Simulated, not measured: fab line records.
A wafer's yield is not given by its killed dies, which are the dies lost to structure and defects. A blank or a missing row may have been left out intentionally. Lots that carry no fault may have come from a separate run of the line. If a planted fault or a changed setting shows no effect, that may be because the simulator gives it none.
Struck lot and sound lot, side by side    flow sky130    43 steps out of a route of 708
Sound: the wafers L809.1, L809.2, L809.3. The struck wafers were L821.1, L821.3, L821.5. At the end, the cause is stated.
At each step with rows: each side's tool, then ch and its chambers, then its first start. Under that, the readings that differ: sound wafers    struck wafers    difference of the means    sigmas: that difference in standard deviations of wafers without a fault.
alike: same words and numbers on both sides, and readings whose means sit less than 2 such deviations apart. not compared: any withheld reading, any reading some wafer has no value for, any bound like >300 that may hide the same value, and any number with overlapping values for which the record gives no deviation.
Wherever a step has rows on one side only, a row that says differs or no value, or a row with sigmas, the two part there. Numbers that have no deviation but don't overlap get no sigmas and don't part them. A reading that every wafer of one side lacks parts them only if that side has two wafers or more.

first, 8 steps without rows for these wafers: SKY_POLY_CUT_DEHYDRATE_00 (time 60 s); SKY_POLY_CUT_HMDS_01 (prime time 60 s); SKY_POLY_CUT_COAT_02 (resist thk 60 nm); SKY_POLY_CUT_COAT_03 (resist thk 450 nm); SKY_POLY_CUT_SOFTBAKE_04 (time 90 s); SKY_POLY_CUT_EXPOSE_05 (exposes mask NPCM, target cd 270 nm); SKY_POLY_CUT_PEB_06; SKY_POLY_CUT_DEVELOP_07 (develop time 60 s).
SKY_POLY_CUT_CD_MEAS_08: target cd 270 nm.
  sound on cd-sem-01 at day 26 02:38; struck on cd-sem-01 at day 30 01:41
  alike: cd-nm
SKY_POLY_CUT_OVL_MEAS_09:
  sound on overlay-02 at day 26 02:46; struck on overlay-02 at day 30 01:49
  alike: POLY_CUT_OVL
SKY_POLY_CUT_ETCH_10: etches BARC in N2/H2, stops on SiO2, time 45.9 s, target depth 60 nm.
  sound on rie-diel-01 ch 1,2,3, day 26 02:48; struck on rie-diel-02 ch 0,2,3, day 30 01:51
  alike: drypump-motor-current-A, oes-product-au, throttle-valve-pct
  not compared: rf-hours-counter-h
SKY_POLY_CUT_ETCH_11: etches Si3N4 in CF4/CH2F2/Ar, stops on poly-Si, time 42.5 s, target depth 60 nm.
  sound on rie-diel-01 ch 1,2,3, day 26 02:50; struck on rie-diel-02 ch 0,2,3, day 30 01:53
  alike: drypump-motor-current-A, mfc-ar-sccm, oes-product-au, throttle-valve-pct
  not compared: rf-hours-counter-h
SKY_POLY_CUT_STRIP_12: strips in O2/N2.
  sound on plasma-asher-04 ch 0,1, day 26 02:53; struck on plasma-asher-02 ch 0,1, day 30 01:56
  alike: drypump-motor-current-A, oes-product-au, strip-time-to-endpoint-s
  not compared: rf-hours-counter-h
then, 7 steps without rows for these wafers: SKY_SD_P_DEHYDRATE_00 (time 60 s); SKY_SD_P_HMDS_01 (prime time 60 s); SKY_SD_P_COAT_02 (resist thk 1140 nm); SKY_SD_P_SOFTBAKE_03 (time 60 s); SKY_SD_P_EXPOSE_04 (exposes mask PSDM, target cd 380 nm); SKY_SD_P_PEB_05; SKY_SD_P_DEVELOP_06 (develop time 60 s).
SKY_SD_P_CD_MEAS_07: target cd 380 nm.
  sound on cd-sem-01 at day 27 07:59; struck on cd-sem-01 at day 31 05:29
  alike: cd-nm
SKY_SD_P_OVL_MEAS_08:
  sound on overlay-01 at day 27 08:07; struck on overlay-02 at day 31 05:37
  alike: SD_P_OVL
after that, 1 step had no rows for these wafers: SKY_SD_P_IMPLANT_09.
SKY_SD_P_STRIP_10: strips in O2/N2.
  sound on plasma-asher-04 ch 0,1, day 27 08:18; struck on plasma-asher-01 ch 0,1, day 31 05:48
reading                       sound              struck             difference  sigmas
strip-time-to-endpoint-s (s)  17.37 17.38 17.38  17.46 17.51 17.53  +0.12       +2
  alike: drypump-motor-current-A, oes-product-au
  not compared: rf-hours-counter-h
SKY_SD_P_TW_MEAS_11:
  sound on film-metro-03 at day 27 08:24; struck on film-metro-03 at day 31 05:54
  alike: SD_P_TW
then, 3 steps without rows for these wafers: SKY_RES_XHIGH_DEHYDRATE_00 (time 60 s); SKY_RES_XHIGH_HMDS_01 (prime time 60 s); SKY_RES_XHIGH_COAT_02 (resist thk 1140 nm).
SKY_RES_XHIGH_SOFTBAKE_03: time 61.26 s.
  sound on litho-track-03 ch 0, day 27 22:17; struck on litho-track-01 ch 0, day 31 19:59
reading                    sound                 struck                difference  sigmas
plate-sensor-t-edge-C (C)  90.863 90.830 90.818  90.819 90.808 90.820  -0.021      -2
  alike: plate-sensor-t-centre-C
then, 4 steps without rows for these wafers: SKY_RES_XHIGH_EXPOSE_04 (exposes mask URPM, target cd 1270 nm); SKY_RES_XHIGH_PEB_05; SKY_RES_XHIGH_DEVELOP_06 (develop time 60 s); SKY_RES_XHIGH_IMPLANT_07.
SKY_RES_XHIGH_STRIP_08: strips in O2/N2.
  sound on plasma-asher-01 ch 0,1, day 28 12:11; struck on plasma-asher-04 ch 0,1, day 32 09:20
  alike: drypump-motor-current-A, oes-product-au, strip-time-to-endpoint-s
  not compared: rf-hours-counter-h
SKY_RES_XHIGH_TW_MEAS_09:
  sound on film-metro-01 at day 28 12:17; struck on film-metro-04 at day 32 09:26
  alike: RES_XHIGH_TW
then, 7 steps without rows for these wafers: SKY_SD_N_DEHYDRATE_00 (time 60 s); SKY_SD_N_HMDS_01 (prime time 60 s); SKY_SD_N_COAT_02 (resist thk 1140 nm); SKY_SD_N_SOFTBAKE_03 (time 60 s); SKY_SD_N_EXPOSE_04 (exposes mask NSDM, target cd 380 nm); SKY_SD_N_PEB_05; SKY_SD_N_DEVELOP_06 (develop time 60 s).
-- here the record skips 17 days between the struck wafers' starts before and after, leaving off in module SD_N and picking up in module PAD_OPEN (first step shown: number 708 of the route) --
SKY_PAD_OPEN_PROBE_99:
  the record has rows for the struck wafers here (prober-02, day 49 15:11) and none for the sound ones

WHERE THEY PART
Last at SKY_PAD_OPEN_PROBE_99 as far as this record goes, first at SKY_SD_P_STRIP_10.

WHY: what the simulator had put in
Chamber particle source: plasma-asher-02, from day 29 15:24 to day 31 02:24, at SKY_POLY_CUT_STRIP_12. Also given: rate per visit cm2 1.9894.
